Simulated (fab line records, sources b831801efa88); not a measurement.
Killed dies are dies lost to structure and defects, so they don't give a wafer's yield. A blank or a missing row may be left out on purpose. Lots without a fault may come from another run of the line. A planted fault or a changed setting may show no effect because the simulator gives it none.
fab line records | flow sky130
record lots=6 wafers=18 last_day=49
route steps=708 shown VIA1@475 METAL2@483 PAD_OPEN@708
lots that met no fault: from a run of the same line without faults
start_h: hours from the record's first day to the start of the lot's first wafer shown | wait_h: hours since the lot's step before | " the same as in the row above | L1.1+2: a row that stands for several wafers | - no value, or no start given | * or withheld: withheld | < > ~ a bound
route shown NAME@n: a module of which the file shows steps, and the number in the route of the first | usual: mean/standard deviation of fault-free wafers | same: alike in all rows | chamber/n: place in a boat | sites: the reading at each site | _std_site: their standard deviation | _edge_site: outer sites' mean less inner sites' | radius_mm: how far each site lies from the wafer's centre | mask NAME#n: copy n | behind: the tool/chamber that last shaped the wafer | hold: why the lot was held/for how many hours/how that ended | device: the transistor (n, p or np) that didn't switch | end of line: the same wafers' tests at the end of the route | a step without rows: its recipe alone | killed: dies lost to structure and defects at the first sort, not the wafer's yield | map: a wafer's dies, x killed, . not, _ none there
set.NAME: the setting as run; set.NAME@STEP: as run at that earlier step | model.NAME: the simulator's own value behind a step, which no gauge read
lots at some steps of the route; a table a step, a row a wafer
services: from which hour (start_h, from the record's first day; less than 0 if before it) a tool's chamber was out of use, for how many hours, and why
## steps
# step SKY_VIA1_STRIP_17
# recipe chemistry=post_etch_residue_remover time_s=1200 temp_c=72.5
# step SKY_VIA1_CLEAN_18
# recipe chemistry=IPA time_s=180 temp_c=25
# step SKY_VIA1_CLEAN_19
# recipe chemistry=O3/DIW dry=n2_spin
# step SKY_VIA1_SPUTTER_20
# recipe material=TiN target_thk_nm=20 chamber_pressure_pa=5 power_w=4000 time_s=80
# usual throttle_valve_pct=30.4/0.99
# columns lot.wafer tool chamber start_h wait_h throttle_valve_pct
L138.2 pvd_sputter-03 - 817.13 0.0 30.2
L138.4 " - " " 31.4
L138.6 " - " " 29.7
L141.1 pvd_sputter-02 - 831.35 0.0 30.4
L141.3 " - " " 32.1
L141.4 " - " " 29.6
L145.1 pvd_sputter-03 - 859.91 0.0 30.4
L145.2 " - " " 31.4
L145.3 " - " " 29.9
L146.1 pvd_sputter-02 - 872.13 0.0 29.4
L146.2 " - " " 29.4
L146.5 " - " " 29.4
L148.2 pvd_sputter-03 - 886.28 0.0 29.7
L148.3 " - " " 31.4
L148.6 " - " " 30.1
L156.3 pvd_sputter-02 - 937.68 0.0 29.4
L156.5 " - " " 32.1
L156.6 " - " " 29.3
# step SKY_VIA1_CVD_21
# recipe material=W target_thk_nm=270 time_s=80.902 temp_c=400 pressure_torr=40
# step SKY_VIA1_RS_MEAS_22
# recipe thk_meas_gauge=four-point-probe reads=W_of_VIA1_CVD_21+TiN_of_VIA1_SPUTTER_20
# usual VIA1_W_RS=0.426/0.0056
# columns lot.wafer tool chamber start_h wait_h VIA1_W_RS[ohm/sq]
L138.2 film_metro-03 - 817.31 0.1 0.435
L138.4 " - " " 0.428
L138.6 " - " " 0.432
L141.1 film_metro-01 - 831.50 0.1 0.429
L141.3 " - " " 0.434
L141.4 " - " " 0.431
L145.1 film_metro-01 - 860.06 0.1 0.421
L145.2 " - " " 0.438
L145.3 " - " " 0.430
L146.1 film_metro-01 - 872.28 0.1 0.423
L146.2 " - " " 0.425
L146.5 " - " " 0.424
L148.2 film_metro-03 - 886.46 0.1 0.423
L148.3 " - " " 0.426
L148.6 " - " " 0.428
L156.3 film_metro-01 - 937.88 0.1 0.425
L156.5 " - " " 0.413
L156.6 " - " " 0.427
# step SKY_VIA1_THK_MEAS_23
# recipe thk_meas_gauge=xrf reads=W_of_VIA1_CVD_21
# usual VIA1_W_THK=265/4
# columns lot.wafer tool chamber start_h wait_h VIA1_W_THK[nm]
L138.2 film_metro-03 - 817.42 0.1 260
L138.4 " - " " 261
L138.6 " - " " 261
L141.1 film_metro-01 - 831.62 0.1 263
L141.3 " - " " 261
L141.4 " - " " 261
L145.1 film_metro-01 - 860.18 0.1 267
L145.2 " - " " 258
L145.3 " - " " 261
L146.1 film_metro-01 - 872.40 0.1 266
L146.2 " - " " 264
L146.5 " - " " 266
L148.2 film_metro-03 - 886.57 0.1 268
L148.3 " - " " 265
L148.6 " - " " 264
L156.3 film_metro-01 - 937.98 0.1 266
L156.5 " - " " 274
L156.6 " - " " 265
# step SKY_VIA1_CMP_24
# recipe stop_on=SiO2 t_overpolish_s=15 down_force_psi=3.5 platen_rpm=60 target_thk_nm=0 pad_velocity_m_s=0.94248
# usual motor_current_A=10.8/0.87 overpolish_run_s=14.999/0.0091 time_to_endpoint_s=65.1/2.7
# columns lot.wafer tool chamber start_h wait_h motor_current_A overpolish_run_s time_to_endpoint_s
L138.4 cmp-02 3 817.47 0.0 10.6 15.004 62.2
L138.2 " 1 " " 9.5 14.997 60.9
L138.6 " 0 " " 12.1 15.002 61.0
L141.1 cmp-02 3 831.73 0.1 10.4 15.002 63.1
L141.4 " 1 " " 9.5 14.994 66.8
L141.3 " 2 " " 10.9 15.002 66.3
L145.3 cmp-02 2 860.24 0.0 10.8 14.997 65.8
L145.1 " 3 " " 10.3 15.010 60.9
L145.2 " 1 " " 9.1 14.987 61.8
L146.2 cmp-01 3 872.46 0.0 10.5 15.013 60.8
L146.1 " 1 " " 10.5 14.994 63.3
L146.5 " 0 " " 11.1 15.001 66.1
L148.2 cmp-01 2 886.62 0.0 12.3 14.998 64.0
L148.3 " 3 " " 11.0 15.012 61.5
L148.6 " 3 " " 10.0 14.986 60.5
L156.3 cmp-01 0 938.17 0.2 10.9 14.983 69.9
L156.5 " 1 " " 10.1 15.002 72.6
L156.6 " 2 " " 12.0 15.006 67.2
# step SKY_METAL2_SPUTTER_00
# recipe material=Ti target_thk_nm=15 power_w=3000 time_s=10 chamber_pressure_pa=0.4
# step SKY_METAL2_SPUTTER_01
# recipe material=TiN target_thk_nm=20 power_w=6500 time_s=16.7 chamber_pressure_pa=0.4
# step SKY_METAL2_SPUTTER_02
# recipe material=AlCu target_thk_nm=250 power_w=10600 time_s=13.3 chamber_pressure_pa=0.4
# step SKY_METAL2_SPUTTER_03
# recipe material=Ti target_thk_nm=5 power_w=3000 time_s=3.3 chamber_pressure_pa=0.4
# usual throttle_valve_pct=30.5/1.2
# columns lot.wafer tool chamber start_h wait_h throttle_valve_pct
L138.2 pvd_sputter-02 - 817.84 0.0 32.4
L138.4 " - " " 29.8
L138.6 " - " " 32.0
L141.1 pvd_sputter-01 - 832.10 0.0 30.2
L141.3 " - " " 28.2
L141.4 " - " " 31.1
L145.1 pvd_sputter-02 - 860.61 0.0 29.2
L145.2 " - " " 32.1
L145.3 " - " " 29.6
L146.1 pvd_sputter-01 - 872.83 0.0 31.4
L146.2 " - " " 30.3
L146.5 " - " " 32.0
L148.2 pvd_sputter-01 - 886.99 0.0 32.2
L148.3 " - " " 31.1
L148.6 " - " " 28.7
L156.3 pvd_sputter-03 - 938.39 0.0 30.6
L156.5 " - " " 29.8
L156.6 " - " " 31.4
# step SKY_METAL2_SPUTTER_04
# recipe material=TiN target_thk_nm=70 power_w=6500 time_s=58.3 chamber_pressure_pa=0.4
# usual throttle_valve_pct=30.5/1.2
# columns lot.wafer tool chamber start_h wait_h throttle_valve_pct model.TiN_of_METAL2_SPUTTER_04.thk_nm
L138.2 pvd_sputter-02 - 817.86 0.0 31.9 70.27
L138.4 " - " " 29.6 70.87
L138.6 " - " " 31.9 70.91
L141.1 pvd_sputter-01 - 832.12 0.0 30.4 70.37
L141.3 " - " " 28.4 70.06
L141.4 " - " " 31.5 70.25
L145.1 pvd_sputter-02 - 860.63 0.0 29.3 71.75
L145.2 " - " " 32.2 71.66
L145.3 " - " " 29.5 71.06
L146.1 pvd_sputter-01 - 872.85 0.0 31.0 76.22
L146.2 " - " " 30.6 76.1
L146.5 " - " " 32.1 76.22
L148.2 pvd_sputter-01 - 887.01 0.0 32.0 76.61
L148.3 " - " " 31.6 76.13
L148.6 " - " " 28.4 76.85
L156.3 pvd_sputter-03 - 938.41 0.0 30.4 69.24
L156.5 " - " " 30.0 69.66
L156.6 " - " " 31.2 69.56
# step SKY_METAL2_RS_MEAS_05
# recipe thk_meas_gauge=four-point-probe reads=TiN_of_METAL2_SPUTTER_04+Ti_of_METAL2_SPUTTER_03+AlCu_of_METAL2_SPUTTER_02+TiN_of_METAL2_SPUTTER_01+Ti_of_METAL2_SPUTTER_00
# usual METAL2_ALCU_RS=0.1263/0.0013
# columns lot.wafer tool chamber start_h wait_h METAL2_ALCU_RS[ohm/sq]
L138.2 film_metro-02 - 817.93 0.0 0.1275
L138.4 " - " " 0.1266
L138.6 " - " " 0.1276
L141.1 film_metro-02 - 832.17 0.0 0.1257
L141.3 " - " " 0.1265
L141.4 " - " " 0.1255
L145.1 film_metro-03 - 860.68 0.0 0.1266
L145.2 " - " " 0.1259
L145.3 " - " " 0.1254
L146.1 film_metro-03 - 872.90 0.0 0.1261
L146.2 " - " " 0.1260
L146.5 " - " " 0.1267
L148.2 film_metro-02 - 887.08 0.0 0.1263
L148.3 " - " " 0.1251
L148.6 " - " " 0.1252
L156.3 film_metro-03 - 938.50 0.1 0.1264
L156.5 " - " " 0.1274
L156.6 " - " " 0.1276
# step SKY_METAL2_THK_MEAS_06
# recipe thk_meas_gauge=xrf reads=AlCu_of_METAL2_SPUTTER_02
# usual METAL2_ALCU_THK=247.9/2.7
# columns lot.wafer tool chamber start_h wait_h METAL2_ALCU_THK[nm]
L138.2 film_metro-02 - 818.04 0.1 247.3
L138.4 " - " " 245.9
L138.6 " - " " 243.9
L141.1 film_metro-02 - 832.29 0.1 248.5
L141.3 " - " " 247.3
L141.4 " - " " 247.3
L145.1 film_metro-03 - 860.80 0.1 245.9
L145.2 " - " " 247.5
L145.3 " - " " 249.3
L146.1 film_metro-03 - 873.02 0.1 247.3
L146.2 " - " " 246.2
L146.5 " - " " 244.5
L148.2 film_metro-02 - 887.19 0.1 242.6
L148.3 " - " " 245.5
L148.6 " - " " 245.6
L156.3 film_metro-03 - 938.60 0.1 249.0
L156.5 " - " " 248.1
L156.6 " - " " 247.0
# step SKY_METAL2_DEHYDRATE_07
# recipe temp_c=200 time_s=60
# step SKY_METAL2_HMDS_08
# recipe prime_time_s=60 prime_temp_c=120
# step SKY_METAL2_COAT_09
# recipe resist=BARC temp_c=withheld time_s=withheld spin_rpm=3000 resist_thk_nm=60
# step SKY_METAL2_COAT_10
# recipe resist=KrF-thick spin_rpm=3000 resist_thk_nm=450
# step SKY_METAL2_SOFTBAKE_11
# recipe temp_c=100 time_s=90 resist=KrF-thick
# step SKY_METAL2_EXPOSE_12
# recipe mask_id=MM2 na=0.8 source_shape=annular sigma_inner=0.55 sigma_outer=0.85 target_cd_nm=140 dose_mj=28
# step SKY_METAL2_PEB_13
# recipe peb_temp_c=withheld peb_time_s=withheld resist=KrF-thick
# step SKY_METAL2_DEVELOP_14
# recipe develop_time_s=60 resist=KrF-thick dev_temp_c=21
# step SKY_METAL2_CD_MEAS_15
# recipe target_cd_nm=140
# usual cd_nm=140.2/1.5
# columns lot.wafer tool chamber start_h wait_h cd_nm
L138.2 cd_sem-01 - 844.20 - 136.1
L138.4 " - " " 136.5
L138.6 " - " " 138.1
L141.1 cd_sem-02 - 858.33 - 139.9
L141.3 " - " " 139.8
L141.4 " - " " 139.8
L145.1 cd_sem-02 - 886.71 - 140.0
L145.2 " - " " 137.7
L145.3 " - " " 136.6
L146.1 cd_sem-01 - 898.17 - 140.1
L146.2 " - " " 140.2
L146.5 " - " " 139.2
L148.2 cd_sem-02 - 912.54 - 141.9
L148.3 " - " " 142.2
L148.6 " - " " 142.1
L156.3 cd_sem-01 - 963.26 - 140.3
L156.5 " - " " 139.4
L156.6 " - " " 139.9
# step SKY_METAL2_OVL_MEAS_16
# usual METAL2_OVL=-2/4.7
# columns lot.wafer tool chamber start_h wait_h METAL2_OVL[nm]
L138.2 overlay-01 - 844.31 0.1 -4
L138.4 " - " " 2
L138.6 " - " " 2
L141.1 overlay-02 - 858.45 0.1 -2
L141.3 " - " " -7
L141.4 " - " " 1
L145.1 overlay-02 - 886.83 0.1 -9
L145.2 " - " " 3
L145.3 " - " " -4
L146.1 overlay-01 - 898.29 0.1 -5
L146.2 " - " " -8
L146.5 " - " " -4
L148.2 overlay-01 - 912.65 0.1 7
L148.3 " - " " 0
L148.6 " - " " 3
L156.3 overlay-01 - 963.35 0.1 -8
L156.5 " - " " -5
L156.6 " - " " -6
# step SKY_METAL2_DESCUM_17
# recipe chemistry=O2 source_power_w=150 bias_power_w=0 pressure_mtorr=10 temp_c=40 time_s=8
# usual drypump_motor_current_A=5.47/0.27 oes_product_au=0.997/0.0091 temp_c=39.98/0.13
# columns lot.wafer tool chamber start_h wait_h drypump_motor_current_A oes_product_au rf_hours_counter_h temp_c
L138.2 rie_metal-04 0 844.34 0.0 5.20 1.009 10 39.63
L138.4 " 0 " " 5.19 0.999 - 39.71
L138.6 " 1 " " 5.96 0.987 - 40.02
L141.1 rie_metal-02 1 858.49 0.0 5.35 1.006 3 39.78
L141.3 " 0 " " 5.64 0.998 - 39.89
L141.4 " 1 " " 5.36 1.007 - 40.06
L145.1 rie_metal-01 1 886.86 0.0 5.24 0.987 9 40.22
L145.2 " 0 " " 5.45 0.995 1 39.91
L145.3 " 0 " " 5.45 0.998 - 39.96
L146.1 rie_metal-02 1 898.33 0.0 5.38 1.007 5 40.19
L146.2 " 0 " " 5.63 0.992 3 39.75
L146.5 " 0 " " 5.61 0.998 - 40.00
L148.2 rie_metal-04 1 912.68 0.0 6.02 0.994 9 39.88
L148.3 " 0 " " 5.22 1.009 - 40.14
L148.6 " 1 " " 5.98 0.989 - 40.10
L156.3 rie_metal-02 0 963.39 0.0 5.63 1.002 - 39.98
L156.5 " 1 " " 5.36 1.007 - 39.94
L156.6 " 0 " " 5.64 0.997 - 40.21
# step SKY_METAL2_ETCH_18
# recipe chemistry=N2/H2 target=BARC ion_energy_ev=200 bias_w=100 pressure_mtorr=30 n2_flow_sccm=100 h2_flow_sccm=200 icp_w=500 stop_on=SiO2 time_s=45.9 target_depth_a=600
# step SKY_METAL2_METAL_ETCH_19
# recipe target_depth_a=3600 stop_on=SiO2 over_etch_frac=0.3 time_s=78 chemistry=Cl2/BCl3 resist_sidewall_deg=88 pressure_mtorr=10 icp_w=900 bias_w=48.5 Cl2_flow_sccm=60 bcl3_flow_sccm=30
# usual bcl3_flow_sccm=30.01/0.08 drypump_motor_current_A=5.46/0.26 oes_product_au=0.856/0.005 throttle_valve_pct=22.266/0.0093
# columns lot.wafer tool chamber start_h wait_h bcl3_flow_sccm drypump_motor_current_A oes_product_au rf_hours_counter_h throttle_valve_pct
L138.2 rie_metal-04 0 844.43 0.0 30.04 5.21 0.855 11 22.286
L138.4 " 0 " " 29.90 5.22 0.863 - 22.270
L138.6 " 1 " " 29.98 6.00 0.854 - 22.242
L141.1 rie_metal-02 1 858.59 0.0 29.94 5.36 0.854 3 22.268
L141.3 " 0 " " 29.94 5.63 0.857 - 22.268
L141.4 " 1 " " 30.01 5.36 0.858 - 22.265
L145.1 rie_metal-01 1 886.96 0.0 30.06 5.25 0.857 9 22.264
L145.2 " 0 " " 29.97 5.44 0.859 1 22.253
L145.3 " 0 " " 30.02 5.45 0.864 - 22.258
L146.1 rie_metal-02 1 898.42 0.0 30.09 5.36 0.864 5 22.265
L146.2 " 0 " " 29.95 5.63 0.855 3 22.281
L146.5 " 0 " " 30.03 5.67 0.871 - 22.256
L148.2 rie_metal-04 1 912.77 0.0 30.06 6.02 0.859 9 22.258
L148.3 " 0 " " 30.01 5.20 0.851 - 22.260
L148.6 " 1 " " 30.00 6.01 0.847 - 22.270
L156.3 rie_metal-02 0 963.50 0.1 29.86 5.61 0.849 - 22.272
L156.5 " 1 " " 30.13 5.37 0.859 - 22.261
L156.6 " 0 " " 30.21 5.61 0.849 - 22.272
# step SKY_METAL2_STRIP_20
# recipe chemistry=O2/N2 power_w=1400 pressure_mtorr=1500 platen_temp_c=withheld o2_flow_sccm=3000 n2_flow_sccm=300 overash_fraction=0.5
# step SKY_METAL2_STRIP_21
# recipe chemistry=post_etch_residue_remover time_s=1200 temp_c=72.5
# usual temp_c=72.47/0.11
# columns lot.wafer tool chamber start_h wait_h temp_c model.TiN_of_METAL2_SPUTTER_04.thk_nm
L138.2 wet_bench-02 0 844.62 0.1 72.47 69.85
L138.4 " 0 " " 72.41 70.45
L138.6 " 0 " " 72.58 70.48
L141.1 wet_bench-03 2 858.77 0.1 72.49 69.95
L141.3 " 2 " " 72.47 69.64
L141.4 " 2 " " 72.38 69.83
L145.1 wet_bench-02 3 887.15 0.1 72.52 71.33
L145.2 " 3 " " 72.39 71.25
L145.3 " 3 " " 72.57 70.64
L146.1 wet_bench-01 0 898.61 0.1 72.55 75.8
L146.2 " 0 " " 72.50 75.69
L146.5 " 0 " " 72.38 75.81
L148.2 wet_bench-03 2 912.96 0.1 72.44 76.2
L148.3 " 2 " " 72.48 75.71
L148.6 " 2 " " 72.60 76.43
L156.3 wet_bench-01 2 963.66 0.0 72.58 68.82
L156.5 " 2 " " 72.38 69.25
L156.6 " 2 " " 72.58 69.13
# step SKY_METAL2_CLEAN_22
# recipe chemistry=IPA time_s=180 temp_c=25
# step SKY_PAD_OPEN_PROBE_99
# usual defect_limited_yield=82.4/2 killed_at_M0_to_M3=44/7.4 killed_at_M4_up=3.1/1.8 killed_at_contacts=24/5.6 killed_at_front_end=15/4.9 killed_at_other=0.4/0.59 killed_dies=87/9.8 killed_open=47/7.2 killed_short=39/6.8 sort_bin_3_pad_short=0.9/0.41 sort_bin_5_function=10.3/1.6 sort_bin_6_memory=6.5/1.1 sort_n_pass=405/9.8 sort_yield_pct=82.4/2
# same gross_dies=492 killed_at_back_side=0 sort_bin_4_leakage[%]=0 sort_bin_8_speed[%]=0
# columns lot.wafer tool chamber start_h wait_h defect_limited_yield[%] killed_at_M0_to_M3 killed_at_M4_up killed_at_contacts killed_at_front_end killed_at_other killed_dies killed_open killed_short sort_bin_3_pad_short[%] sort_bin_5_function[%] sort_bin_6_memory[%] sort_n_pass sort_yield_pct[%]
L146.1 prober-01 - 1137.40 0.1 84.8 38 3 23 11 0 75 49 26 1.6 10.0 3.7 417 84.8
L146.2 prober-01 - 1137.45 0.1 85.2 33 3 18 18 1 73 30 43 1.4 8.3 5.1 419 85.2
L146.5 prober-01 - 1137.60 0.2 81.7 42 3 28 17 0 90 50 40 0.8 8.9 8.5 402 81.7
# killed by level:class
L146.1 VIA1:geometric_particle:open=9 CONTACT:geometric_particle:open=8 LI_CONTACT:geometric_particle:open=7 VIA3:geometric_particle:open=7 METAL1:geometric_particle:short=6 VIA2:geometric_particle:open=5 CONTACT:geometric_particle:short=4 FIELD_ISO:geometric_particle:short=3
L146.2 FIELD_ISO:geometric_particle:short=8 LI_CONTACT:geometric_particle:open=6 VIA3:geometric_particle:short=5 METAL2:geometric_particle:short=5 CONTACT:geometric_particle:open=4 POLY_GATE:geometric_particle:open=4 POLY_GATE:geometric_particle:short=4 LOCAL_INTERCONNECT:geometric_particle:short=4
L146.5 VIA1:geometric_particle:open=11 LI_CONTACT:geometric_particle:open=7 FIELD_ISO:geometric_particle:open=6 VIA2:geometric_particle:open=6 CONTACT:geometric_particle:short=6 CONTACT:geometric_particle:open=5 METAL1:geometric_particle:short=5 VIA3:geometric_particle:open=5
## services
# columns tool chamber start_h hours kind
rie_metal-02 0 795.87 - clean
rie_metal-02 0 795.87 16.4 scheduled_down
rie_metal-02 0 795.87 16.4 vent_cycle
cmp-02 - 797.19 1.8 repair
cmp-01 - 797.56 1.1 repair
rie_metal-01 0 844.13 - clean
rie_metal-01 0 844.13 19.7 scheduled_down
rie_metal-01 0 844.13 19.7 vent_cycle
pvd_sputter-01 0 849.72 - consumable_replace:kit
pvd_sputter-01 0 849.72 18.0 scheduled_down
pvd_sputter-01 0 849.72 18.0 vent_cycle
pvd_sputter-01 - 856.86 5.8 repair
cmp-02 - 908.88 16.6 pm
cmp-01 - 916.59 4.0 pm
pvd_sputter-03 - 920.58 4.2 repair
cmp-01 - 920.59 - consumable_replace:conditioner
cmp-01 - 920.59 - consumable_replace:pad
rie_metal-02 - 924.23 14.6 pm
pvd_sputter-03 3 926.03 - consumable_replace:kit
pvd_sputter-03 3 926.03 18.0 scheduled_down
pvd_sputter-03 3 926.03 18.0 vent_cycle
wet_bench-02 - 936.22 0.5 repair
pvd_sputter-02 - 939.99 5.9 repair
cmp-02 - 961.60 0.9 repair
## key
first_sign none at tools or gauges
model_effect step=SKY_METAL2_SPUTTER_04 value=TiN_of_METAL2_SPUTTER_04.thk_nm without=70.15 struck=76.35
model_effect step=SKY_METAL2_STRIP_21 value=TiN_of_METAL2_SPUTTER_04.thk_nm without=69.73 struck=75.94
met_at SKY_METAL2_SPUTTER_04
struck_wafers L146.1,L146.2,L146.5,L148.2,L148.3,L148.6
onset_between 832.12 872.85
also_fits SKY_METAL2_SPUTTER_03:pvd_sputter-01
fault kind=process_parameter_drift tool=pvd_sputter-01 chamber=- onset_h=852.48 steps=SKY_METAL2_SPUTTER_04 channel=time_s offset=* shape=step end_h=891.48 acts_in=* stated=*
